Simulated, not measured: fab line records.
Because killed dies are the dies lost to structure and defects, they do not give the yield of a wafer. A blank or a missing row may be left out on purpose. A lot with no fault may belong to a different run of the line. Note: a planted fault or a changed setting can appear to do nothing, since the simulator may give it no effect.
fab line records	flow sky130
record lots=5	wafers=15	last_day=49
route steps=708 shown VIA1@475 METAL2@483 PAD_OPEN@708
lots that met no fault: from a run of the same line without faults
start_h: hours from the record's opening day to when the first of the lot's shown wafers began	wait_h: time in hours since the lot's previous step	" unchanged from the row above	L1.1+2: a row that stands for several wafers	- no value, or no start was given	* or withheld: withheld	< > ~ a bound
route shown NAME@n: names a module that has steps shown in the file, with the first one's number in the route	usual: average and standard deviation across the fault-free wafers	same: alike in all rows	chamber/n: place in a boat	sites: readings site by site	_std_site: their standard deviation	_edge_site: the outer-site mean with the inner-site mean subtracted	radius_mm: for every site, how far away it sits from the centre of the wafer	mask NAME#n: copy n	behind: the most recent tool/chamber to have shaped the wafer	hold: cause of the lot's hold/its duration in hours/its outcome	device: transistor that didn't switch, given as n, p or np	end of line: tests of these same wafers at the route's end	step lacking rows: just its recipe	killed: the dies lost at the first sort to structure and to defects; this is not the yield of the wafer	map: a wafer's dies, marking killed ones x, the rest . and places with no die _
set.NAME: the run value of the setting; set.NAME@STEP: its run value at that earlier step	model.NAME: the simulator's own value behind a step, which no gauge read
lots at selected steps of the route; one table per step, one row per wafer
services: from which hour (start_h, from the record's first day; less than 0 if before it) a tool's chamber was out of use, for how many hours, and why
## steps
# step SKY_VIA1_STRIP_17
# recipe chemistry=post_etch_residue_remover	time_s=1200	temp_c=72.5
# step SKY_VIA1_CLEAN_18
# recipe chemistry=IPA	time_s=180	temp_c=25
# step SKY_VIA1_CLEAN_19
# recipe chemistry=O3/DIW	dry=n2_spin
# step SKY_VIA1_SPUTTER_20
# recipe material=TiN	target_thk_nm=20	chamber_pressure_pa=5	power_w=4000	time_s=80
# usual throttle_valve_pct=29.4/1
lot.wafer	tool	chamber	start_h	wait_h	throttle_valve_pct
L328.1	pvd_sputter-04	-	826.37	0.0	30.0
L328.3	"	-	"	"	31.1
L328.4	"	-	"	"	29.5
L330.4	pvd_sputter-03	-	857.37	0.0	29.6
L330.5	"	-	"	"	29.6
L330.6	"	-	"	"	26.7
L338.1	pvd_sputter-04	-	901.07	0.0	29.3
L338.2	"	-	"	"	31.0
L338.6	"	-	"	"	29.7
L343.1	pvd_sputter-03	-	924.76	0.0	29.2
L343.2	"	-	"	"	29.3
L343.4	"	-	"	"	27.1
L344.1	pvd_sputter-01	-	938.48	0.0	29.6
L344.2	"	-	"	"	29.4
L344.3	"	-	"	"	30.7
# step SKY_VIA1_CVD_21
# recipe material=W	target_thk_nm=270	time_s=80.902	temp_c=400	pressure_torr=40
# usual heater_power_w=800/66
lot.wafer	tool	chamber	start_h	wait_h	heater_power_w
L328.1	cvd_w-01	1	826.43	0.0	778
L328.3	"	1	"	"	783
L328.4	"	0	"	"	720
L330.4	cvd_w-02	0	857.46	0.1	795
L330.5	"	1	"	"	886
L330.6	"	0	"	"	803
L338.1	cvd_w-01	1	901.13	0.0	793
L338.2	"	0	"	"	724
L338.6	"	1	"	"	787
L343.1	cvd_w-01	0	924.82	0.0	633
L343.2	"	1	"	"	754
L343.4	"	0	"	"	646
L344.1	cvd_w-02	1	938.55	0.0	870
L344.2	"	0	"	"	812
L344.3	"	1	"	"	893
# step SKY_VIA1_RS_MEAS_22
# recipe thk_meas_gauge=four-point-probe	reads=W_of_VIA1_CVD_21+TiN_of_VIA1_SPUTTER_20
# usual VIA1_W_RS=0.429/0.0044
lot.wafer	tool	chamber	start_h	wait_h	VIA1_W_RS[ohm/sq]
L328.1	film_metro-02	-	826.53	0.1	0.428
L328.3	"	-	"	"	0.426
L328.4	"	-	"	"	0.427
L330.4	film_metro-03	-	857.58	0.1	0.426
L330.5	"	-	"	"	0.434
L330.6	"	-	"	"	0.427
L338.1	film_metro-02	-	901.22	0.1	0.431
L338.2	"	-	"	"	0.433
L338.6	"	-	"	"	0.429
L343.1	film_metro-02	-	924.91	0.1	0.437
L343.2	"	-	"	"	0.437
L343.4	"	-	"	"	0.441
L344.1	film_metro-03	-	938.64	0.1	0.428
L344.2	"	-	"	"	0.424
L344.3	"	-	"	"	0.428
# step SKY_VIA1_THK_MEAS_23
# recipe thk_meas_gauge=xrf	reads=W_of_VIA1_CVD_21
# usual VIA1_W_THK=260.8/2.6
lot.wafer	tool	chamber	start_h	wait_h	VIA1_W_THK[nm]
L328.1	film_metro-02	-	826.65	0.1	261.8
L328.3	"	-	"	"	264.3
L328.4	"	-	"	"	262.7
L330.4	film_metro-03	-	857.67	0.1	261.8
L330.5	"	-	"	"	257.2
L330.6	"	-	"	"	259.7
L338.1	film_metro-02	-	901.34	0.1	260.2
L338.2	"	-	"	"	261.6
L338.6	"	-	"	"	262.7
L343.1	film_metro-02	-	925.03	0.1	258.6
L343.2	"	-	"	"	257.7
L343.4	"	-	"	"	256.3
L344.1	film_metro-03	-	938.76	0.1	260.9
L344.2	"	-	"	"	263.0
L344.3	"	-	"	"	261.7
# step SKY_VIA1_CMP_24
# recipe stop_on=SiO2	t_overpolish_s=15	down_force_psi=3.5	platen_rpm=60	target_thk_nm=0	pad_velocity_m_s=0.94248
# usual motor_current_A=10.9/1.1	overpolish_run_s=14.999/0.0094	slurry_flow_ml_min=150.0/0.49	time_to_endpoint_s=65/4.4
lot.wafer	tool	chamber	start_h	wait_h	motor_current_A	overpolish_run_s	slurry_flow_ml_min	time_to_endpoint_s
L328.3	cmp-01	0	826.71	0.0	10.5	14.992	150.1	63
L328.1	"	1	"	"	10.8	15.004	150.0	60
L328.4	"	2	"	"	10.8	14.995	149.8	68
L330.4	cmp-02	0	857.91	0.2	11.2	14.988	150.6	67
L330.5	"	1	"	"	12.5	15.001	150.1	66
L330.6	"	2	"	"	9.2	15.001	150.1	57
L338.1	cmp-02	3	901.40	0.1	10.3	14.997	150.4	69
L338.2	"	1	"	"	12.4	14.999	149.6	72
L338.6	"	0	"	"	12.0	14.986	149.7	72
L343.1	cmp-01	0	925.09	0.1	11.4	14.984	149.8	61
L343.2	"	1	"	"	10.5	14.998	150.5	58
L343.4	"	2	"	"	10.1	15.003	149.6	60
L344.3	cmp-01	0	938.82	0.0	10.2	14.993	149.9	66
L344.1	"	1	"	"	11.0	14.995	150.2	60
L344.2	"	2	"	"	10.1	15.000	151.5	66
# step SKY_METAL2_SPUTTER_00
# recipe material=Ti	target_thk_nm=15	power_w=3000	time_s=10	chamber_pressure_pa=0.4
# usual throttle_valve_pct=29.8/0.81
lot.wafer	tool	chamber	start_h	wait_h	throttle_valve_pct
L328.1	pvd_sputter-02	-	827.01	0.2	29.9
L328.3	"	-	"	"	30.9
L328.4	"	-	"	"	29.9
L330.4	pvd_sputter-02	-	858.06	0.1	28.8
L330.5	"	-	"	"	30.7
L330.6	"	-	"	"	29.1
L338.1	pvd_sputter-01	-	901.70	0.2	28.8
L338.2	"	-	"	"	29.2
L338.6	"	-	"	"	28.6
L343.1	pvd_sputter-04	-	925.39	0.2	31.4
L343.2	"	-	"	"	29.5
L343.4	"	-	"	"	30.6
L344.1	pvd_sputter-04	-	939.12	0.2	29.3
L344.2	"	-	"	"	30.7
L344.3	"	-	"	"	30.9
# step SKY_METAL2_SPUTTER_01
# recipe material=TiN	target_thk_nm=20	power_w=6500	time_s=16.7	chamber_pressure_pa=0.4
# step SKY_METAL2_SPUTTER_02
# recipe material=AlCu	target_thk_nm=250	power_w=10600	time_s=13.3	chamber_pressure_pa=0.4
# usual throttle_valve_pct=29.8/0.84
lot.wafer	tool	chamber	start_h	wait_h	throttle_valve_pct
L328.1	pvd_sputter-02	-	827.06	0.0	30.0
L328.3	"	-	"	"	30.8
L328.4	"	-	"	"	30.0
L330.4	pvd_sputter-02	-	858.10	0.0	28.8
L330.5	"	-	"	"	31.0
L330.6	"	-	"	"	28.7
L338.1	pvd_sputter-01	-	901.75	0.0	28.7
L338.2	"	-	"	"	29.4
L338.6	"	-	"	"	29.0
L343.1	pvd_sputter-04	-	925.44	0.0	31.1
L343.2	"	-	"	"	29.6
L343.4	"	-	"	"	30.8
L344.1	pvd_sputter-04	-	939.17	0.0	29.4
L344.2	"	-	"	"	30.7
L344.3	"	-	"	"	31.1
# step SKY_METAL2_SPUTTER_03
# recipe material=Ti	target_thk_nm=5	power_w=3000	time_s=3.3	chamber_pressure_pa=0.4
# step SKY_METAL2_SPUTTER_04
# recipe material=TiN	target_thk_nm=70	power_w=6500	time_s=58.3	chamber_pressure_pa=0.4
# usual throttle_valve_pct=29.8/0.8
lot.wafer	tool	chamber	start_h	wait_h	throttle_valve_pct	model.TiN_of_METAL2_SPUTTER_04.thk_nm
L328.1	pvd_sputter-02	-	827.10	0.0	29.7	70.35
L328.3	"	-	"	"	30.8	71.08
L328.4	"	-	"	"	29.6	70.09
L330.4	pvd_sputter-02	-	858.15	0.0	28.9	69.78
L330.5	"	-	"	"	31.0	70.49
L330.6	"	-	"	"	28.8	75.41
L338.1	pvd_sputter-01	-	901.79	0.0	28.6	68.84
L338.2	"	-	"	"	29.1	69.38
L338.6	"	-	"	"	28.7	68.39
L343.1	pvd_sputter-04	-	925.48	0.0	31.0	69.91
L343.2	"	-	"	"	29.3	70.81
L343.4	"	-	"	"	30.7	70.22
L344.1	pvd_sputter-04	-	939.21	0.0	29.7	70.51
L344.2	"	-	"	"	30.5	69.64
L344.3	"	-	"	"	30.9	69.53
# step SKY_METAL2_RS_MEAS_05
# recipe thk_meas_gauge=four-point-probe	reads=TiN_of_METAL2_SPUTTER_04+Ti_of_METAL2_SPUTTER_03+AlCu_of_METAL2_SPUTTER_02+TiN_of_METAL2_SPUTTER_01+Ti_of_METAL2_SPUTTER_00
# usual METAL2_ALCU_RS=0.1268/0.0013
lot.wafer	tool	chamber	start_h	wait_h	METAL2_ALCU_RS[ohm/sq]
L328.1	film_metro-03	-	827.15	0.0	0.1279
L328.3	"	-	"	"	0.1277
L328.4	"	-	"	"	0.1271
L330.4	film_metro-01	-	858.26	0.1	0.1268
L330.5	"	-	"	"	0.1282
L330.6	"	-	"	"	0.1273
L338.1	film_metro-03	-	901.84	0.0	0.1243
L338.2	"	-	"	"	0.1266
L338.6	"	-	"	"	0.1251
L343.1	film_metro-01	-	925.53	0.0	0.1274
L343.2	"	-	"	"	0.1263
L343.4	"	-	"	"	0.1263
L344.1	film_metro-01	-	939.26	0.0	0.1263
L344.2	"	-	"	"	0.1262
L344.3	"	-	"	"	0.1280
# step SKY_METAL2_THK_MEAS_06
# recipe thk_meas_gauge=xrf	reads=AlCu_of_METAL2_SPUTTER_02
# usual METAL2_ALCU_THK=252.8/2.9
lot.wafer	tool	chamber	start_h	wait_h	METAL2_ALCU_THK[nm]
L328.1	film_metro-03	-	827.27	0.1	251.2
L328.3	"	-	"	"	249.2
L328.4	"	-	"	"	251.7
L330.4	film_metro-01	-	858.35	0.1	254.1
L330.5	"	-	"	"	249.0
L330.6	"	-	"	"	247.4
L338.1	film_metro-03	-	901.96	0.1	258.8
L338.2	"	-	"	"	253.3
L338.6	"	-	"	"	256.0
L343.1	film_metro-01	-	925.65	0.1	250.2
L343.2	"	-	"	"	254.3
L343.4	"	-	"	"	253.4
L344.1	film_metro-01	-	939.38	0.1	252.8
L344.2	"	-	"	"	255.4
L344.3	"	-	"	"	249.8
# step SKY_METAL2_DEHYDRATE_07
# recipe temp_c=200	time_s=60
# step SKY_METAL2_HMDS_08
# recipe prime_time_s=60	prime_temp_c=120
# step SKY_METAL2_COAT_09
# recipe resist=BARC	temp_c=withheld	time_s=withheld	spin_rpm=3000	resist_thk_nm=60
# step SKY_METAL2_COAT_10
# recipe resist=KrF-thick	spin_rpm=3000	resist_thk_nm=450
# step SKY_METAL2_SOFTBAKE_11
# recipe temp_c=100	time_s=90	resist=KrF-thick
# step SKY_METAL2_EXPOSE_12
# recipe mask_id=MM2	na=0.8	source_shape=annular	sigma_inner=0.55	sigma_outer=0.85	target_cd_nm=140	dose_mj=28
# step SKY_METAL2_PEB_13
# recipe peb_temp_c=withheld	peb_time_s=withheld	resist=KrF-thick
# step SKY_METAL2_DEVELOP_14
# recipe develop_time_s=60	resist=KrF-thick	dev_temp_c=21
# step SKY_METAL2_CD_MEAS_15
# recipe target_cd_nm=140
# usual cd_nm=140.0/1.4
lot.wafer	tool	chamber	start_h	wait_h	cd_nm
L328.1	cd_sem-02	-	853.60	-	139.8
L328.3	"	-	"	"	139.6
L328.4	"	-	"	"	139.4
L330.4	cd_sem-02	-	883.91	-	140.5
L330.5	"	-	"	"	140.7
L330.6	"	-	"	"	139.2
L338.1	cd_sem-01	-	926.10	-	139.0
L338.2	"	-	"	"	139.7
L338.6	"	-	"	"	138.4
L343.1	cd_sem-02	-	950.61	-	139.9
L343.2	"	-	"	"	140.4
L343.4	"	-	"	"	138.9
L344.1	cd_sem-01	-	964.05	-	138.4
L344.2	"	-	"	"	140.0
L344.3	"	-	"	"	138.9
# step SKY_METAL2_OVL_MEAS_16
# usual METAL2_OVL=0/5.1
lot.wafer	tool	chamber	start_h	wait_h	METAL2_OVL[nm]
L328.1	overlay-02	-	853.72	0.1	1
L328.3	"	-	"	"	-2
L328.4	"	-	"	"	0
L330.4	overlay-02	-	883.99	0.1	1
L330.5	"	-	"	"	-7
L330.6	"	-	"	"	-5
L338.1	overlay-01	-	926.22	0.1	-5
L338.2	"	-	"	"	-4
L338.6	"	-	"	"	-3
L343.1	overlay-02	-	950.73	0.1	3
L343.2	"	-	"	"	5
L343.4	"	-	"	"	1
L344.1	overlay-02	-	964.17	0.1	6
L344.2	"	-	"	"	6
L344.3	"	-	"	"	3
# step SKY_METAL2_DESCUM_17
# recipe chemistry=O2	source_power_w=150	bias_power_w=0	pressure_mtorr=10	temp_c=40	time_s=8
# step SKY_METAL2_ETCH_18
# recipe chemistry=N2/H2	target=BARC	ion_energy_ev=200	bias_w=100	pressure_mtorr=30	n2_flow_sccm=100	h2_flow_sccm=200	icp_w=500	stop_on=SiO2	time_s=45.9	target_depth_a=600
# step SKY_METAL2_METAL_ETCH_19
# recipe target_depth_a=3600	stop_on=SiO2	over_etch_frac=0.3	time_s=78	chemistry=Cl2/BCl3	resist_sidewall_deg=88	pressure_mtorr=10	icp_w=900	bias_w=48.5	Cl2_flow_sccm=60	bcl3_flow_sccm=30
# step SKY_METAL2_STRIP_20
# recipe chemistry=O2/N2	power_w=1400	pressure_mtorr=1500	platen_temp_c=withheld	o2_flow_sccm=3000	n2_flow_sccm=300	overash_fraction=0.5
# step SKY_METAL2_STRIP_21
# recipe chemistry=post_etch_residue_remover	time_s=1200	temp_c=72.5
# usual temp_c=72.50/0.1
lot.wafer	tool	chamber	start_h	wait_h	temp_c	model.TiN_of_METAL2_SPUTTER_04.thk_nm
L328.1	wet_bench-01	0	854.15	0.1	72.64	69.94
L328.3	"	0	"	"	72.57	70.67
L328.4	"	0	"	"	72.58	69.67
L330.4	wet_bench-02	1	884.29	0.0	72.47	69.37
L330.5	"	1	"	"	72.60	70.07
L330.6	"	1	"	"	72.62	74.99
L338.1	wet_bench-02	1	926.54	0.1	72.56	68.43
L338.2	"	1	"	"	72.42	68.96
L338.6	"	1	"	"	72.34	67.97
L343.1	wet_bench-01	1	951.05	0.1	72.37	69.48
L343.2	"	1	"	"	72.46	70.39
L343.4	"	1	"	"	72.58	69.8
L344.1	wet_bench-01	1	964.49	0.1	72.60	70.09
L344.2	"	1	"	"	72.53	69.22
L344.3	"	1	"	"	72.63	69.11
# step SKY_METAL2_CLEAN_22
# recipe chemistry=IPA	time_s=180	temp_c=25
# step SKY_PAD_OPEN_PROBE_99
# usual defect_limited_yield=82.5/1.9	killed_at_M0_to_M3=43/6.8	killed_at_M4_up=3.0/1.6	killed_at_contacts=25/6	killed_at_front_end=15/4.4	killed_at_other=0.3/0.52	killed_dies=86/9.6	killed_open=47/6.7	killed_short=39/6.8	sort_bin_3_pad_short=0.9/0.43	sort_bin_5_function=10.3/1.5	sort_bin_6_memory=6.3/1.1	sort_n_pass=406/9.6	sort_yield_pct=82.5/1.9
# same gross_dies=492	killed_at_back_side=0	sort_bin_4_leakage[%]=0	sort_bin_8_speed[%]=0
lot.wafer	tool	chamber	start_h	wait_h	defect_limited_yield[%]	killed_at_M0_to_M3	killed_at_M4_up	killed_at_contacts	killed_at_front_end	killed_at_other	killed_dies	killed_open	killed_short	sort_bin_3_pad_short[%]	sort_bin_5_function[%]	sort_bin_6_memory[%]	sort_n_pass	sort_yield_pct[%]
L338.1	prober-01	-	1158.30	0.1	81.3	38	4	37	13	0	92	48	44	0.8	11.6	6.3	400	81.3
L338.2	prober-01	-	1158.35	0.1	80.5	46	4	31	15	0	96	52	44	0.8	10.8	7.9	396	80.5
L338.6	prober-01	-	1158.55	0.2	82.9	42	3	24	15	0	84	44	40	0.6	8.3	8.1	408	82.9
# killed by level:class
L338.1 CONTACT:geometric_particle:open=11 VIA1:geometric_particle:open=10 LI_CONTACT:geometric_particle:open=9 CONTACT:geometric_particle:short=6 VIA1:geometric_particle:short=6 LOCAL_INTERCONNECT:geometric_particle:short=5 VIA3:geometric_particle:open=5 FIELD_ISO:geometric_particle:short=4
L338.2 CONTACT:geometric_particle:open=11 VIA3:geometric_particle:open=9 VIA1:geometric_particle:open=7 CONTACT:geometric_particle:short=7 POLY_GATE:geometric_particle:open=6 METAL3:geometric_particle:short=6 LI_CONTACT:geometric_particle:open=5 LOCAL_INTERCONNECT:geometric_particle:short=5
L338.6 VIA1:geometric_particle:open=11 CONTACT:geometric_particle:open=7 METAL2:geometric_particle:short=7 LOCAL_INTERCONNECT:geometric_particle:short=6 VIA2:geometric_particle:open=6 METAL1:geometric_particle:short=5 POLY_GATE:geometric_particle:short=4 LI_CONTACT:geometric_particle:open=4
## services
tool	chamber	start_h	hours	kind
pvd_sputter-03	-	803.61	2.1	repair
pvd_sputter-04	-	809.72	2.0	repair
cvd_w-02	-	819.51	2.8	pm
cmp-01	-	842.70	25.6	repair
pvd_sputter-03	-	849.59	5.9	repair
cvd_w-02	0	855.61	1.2	repair
pvd_sputter-01	-	856.72	1.9	repair
cmp-01	-	863.14	1.3	repair
cmp-01	-	868.30	3.6	pm
cvd_w-01	-	904.00	14.0	pm
cvd_w-01	0	904.00	14.0	vent_cycle
cvd_w-01	1	904.00	14.0	vent_cycle
cmp-02	-	904.36	15.7	pm
cvd_w-01	0	918.00	-	clean
cvd_w-01	1	918.00	-	clean
cmp-02	-	920.02	6.2	pm
cmp-02	-	926.20	4.0	pm
cmp-02	-	930.20	-	consumable_replace:conditioner
cmp-02	-	930.20	-	consumable_replace:pad
cmp-01	-	932.08	3.0	repair
cmp-02	-	935.11	6.6	pm
cvd_w-01	1	955.20	10.8	repair
cvd_w-02	-	962.91	0.6	repair
## key
first_sign none at tools or gauges
model_effect step=SKY_METAL2_SPUTTER_04	value=TiN_of_METAL2_SPUTTER_04.thk_nm	without=70.15	struck=75.41
model_effect step=SKY_METAL2_STRIP_21	value=TiN_of_METAL2_SPUTTER_04.thk_nm	without=69.74	struck=74.99
met_at SKY_METAL2_SPUTTER_04
struck_wafers L330.6
onset_between 827.10 858.15
fault kind=process_parameter_drift	tool=pvd_sputter-02	chamber=-	onset_h=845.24	steps=SKY_METAL2_SPUTTER_04	channel=time_s	offset=*	shape=step	end_h=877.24	scope=struck_wafers_only	acts_in=*	stated=*
